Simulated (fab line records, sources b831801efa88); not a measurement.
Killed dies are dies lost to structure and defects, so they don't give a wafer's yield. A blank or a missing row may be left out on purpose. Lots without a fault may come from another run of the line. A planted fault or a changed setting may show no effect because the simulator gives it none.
A struck lot beside a sound one | flow sfq_line | 24 steps out of a route of 325
Sound: wafers L339.3, L339.4, L339.5. Struck: wafers L329.1, L329.3, L329.4. The cause comes at the end.
At each step with rows: each side's tool, then ch and its chambers, then its first start. Under that, the readings that differ: sound wafers | struck wafers | difference of the means | sigmas: that difference in standard deviations of wafers without a fault.
alike: readings whose means differ by less than 2 such deviations, and words and numbers that are the same on both sides. not compared: withheld readings, readings that some wafer has no value for, bounds like >300 that may hide the same value, and numbers for which the record gives no deviation and whose values overlap.
The two part at a step that has a row with sigmas, a row that says differs or no value, or rows on one side only. Numbers that don't overlap but have no deviation are shown without sigmas and don't part them. A reading that every wafer of one side lacks parts them only if that side has two wafers or more.

first, 6 steps without rows for these wafers: SFQ_TRILAYER_C5_LITHO_COAT_156 (resist thk 62 nm); SFQ_TRILAYER_C5_LITHO_COAT_151 (resist thk 650 nm); SFQ_TRILAYER_C5_LITHO_SOFTBAKE_155; SFQ_TRILAYER_C5_LITHO_EXPOSE_152 (exposes mask C5, target cd 500 nm); SFQ_TRILAYER_C5_LITHO_PEB_154 (peb time 60 s); SFQ_TRILAYER_C5_LITHO_DEVELOP_153 (time 60 s).
SFQ_C5_OVL_MEAS_937:
  sound on overlay-01, day 77 03:40; struck on overlay-02, day 73 11:56
  alike: C5_OVL
SFQ_TRILAYER_C5_BARC_OPEN_VIA_ETCH_210: etches BARC in O2, target depth 125 nm, time 41.7 s.
  sound on rie_diel-02 ch 0,1, day 77 03:41; struck on rie_diel-02 ch 0,1,3, day 73 11:58
  alike: drypump_motor_current_A, oes_product_au
  not compared: rf_hours_counter_h
SFQ_TRILAYER_C5_ETCH_VIA_ETCH_154: etches SiO2 in CHF3, stops on Nb, target depth 84 nm.
  sound on rie_diel-02 ch 0,1, day 77 03:44; struck on rie_diel-02 ch 0,1,3, day 73 12:00
  alike: drypump_motor_current_A, oes_product_au
SFQ_TRILAYER_C5_STRIP_STRIP_155: strips in O2.
  sound on rie_metal-04 ch 0,1, day 77 03:58; struck on rie_metal-04 ch 0,1, day 73 12:03
  alike: drypump_motor_current_A, oes_product_au
  not compared: rf_hours_counter_h
then, 2 steps without rows for these wafers: SFQ_TRILAYER_C5_STRIP_SOLV_CLEAN_156 (cleans in NMP, time 600 s); SFQ_TRILAYER_M6_DEP_PRE_CLEAN_158 (time 22.5 s).
SFQ_TRILAYER_M6_DEP_SPUTTER_157: material Nb, target thk 200 nm, time 133.3 s.
  sound on pvd_sputter-03, day 77 04:45; struck on pvd_sputter-04, day 73 13:07
  alike: throttle_valve_pct
SFQ_M6_RS_MEAS_938: measures by four-point-probe.
  sound on film_metro-04, day 77 04:53; struck on film_metro-01, day 73 13:12
  reading           | sound             | struck            | difference | sigmas
  M6_NB_RS (ohm/sq) | 0.912 0.906 0.899 | 0.443 0.441 0.441 | -0.464     | -50
then, 6 steps without rows for these wafers: SFQ_TRILAYER_M6_LITHO_COAT_164 (resist thk 62 nm); SFQ_TRILAYER_M6_LITHO_COAT_159 (resist thk 600 nm); SFQ_TRILAYER_M6_LITHO_SOFTBAKE_163; SFQ_TRILAYER_M6_LITHO_EXPOSE_160 (exposes mask M6, target cd 500 nm); SFQ_TRILAYER_M6_LITHO_PEB_162 (peb time 60 s); SFQ_TRILAYER_M6_LITHO_DEVELOP_161 (time 60 s).
SFQ_M6_OVL_MEAS_940:
  sound on overlay-01, day 81 15:59; struck on overlay-01, day 73 15:38
  reading     | sound     | struck | difference | sigmas
  M6_OVL (nm) | -8 -13 -3 | 4 1 2  | +10        | +2
SFQ_TRILAYER_M6_BARC_OPEN_METAL_ETCH_206: etches BARC in O2, target depth 125 nm, time 41.7 s.
  sound on rie_metal-04 ch 0,1, day 81 16:02; struck on rie_metal-01 ch 1, day 73 15:40
  alike: drypump_motor_current_A, oes_product_au
  not compared: rf_hours_counter_h
SFQ_TRILAYER_M6_ETCH_METAL_ETCH_162: etches Nb in Cl2/Ar, stops on SiO2, target depth 240 nm, time 120 s.
  sound on rie_metal-04 ch 0,1, day 81 16:07; struck on rie_metal-01 ch 1, day 73 15:47
  reading                        | sound             | struck            | difference | sigmas
  oes_product_au (a.u.)          | 0.887 0.880 0.890 | 0.986 0.975 0.993 | +0.099     | +14
  model.M6.feature_depth_nm (nm) | 195.3 197.1 198.4 | 234.7 233.9 234.9 | +37.6      |
  model.etch.depth_nm (nm)       | 195.3 197.1 198.4 | 234.7 233.9 234.9 | +37.6      |
  alike: drypump_motor_current_A
  not compared: rf_hours_counter_h
SFQ_TRILAYER_M6_STRIP_STRIP_163: strips in O2.
  sound on rie_metal-04 ch 0,1, day 81 16:23; struck on rie_metal-01 ch 1, day 73 16:02
  reading               | sound             | struck            | difference | sigmas
  oes_product_au (a.u.) | 1.016 0.988 1.020 | 0.983 0.982 0.978 | -0.027     | -2
  alike: drypump_motor_current_A
  not compared: rf_hours_counter_h

WHERE THEY PART
First at SFQ_M6_RS_MEAS_938; last, within this record, at SFQ_TRILAYER_M6_STRIP_STRIP_163.

WHY: what the simulator had put in
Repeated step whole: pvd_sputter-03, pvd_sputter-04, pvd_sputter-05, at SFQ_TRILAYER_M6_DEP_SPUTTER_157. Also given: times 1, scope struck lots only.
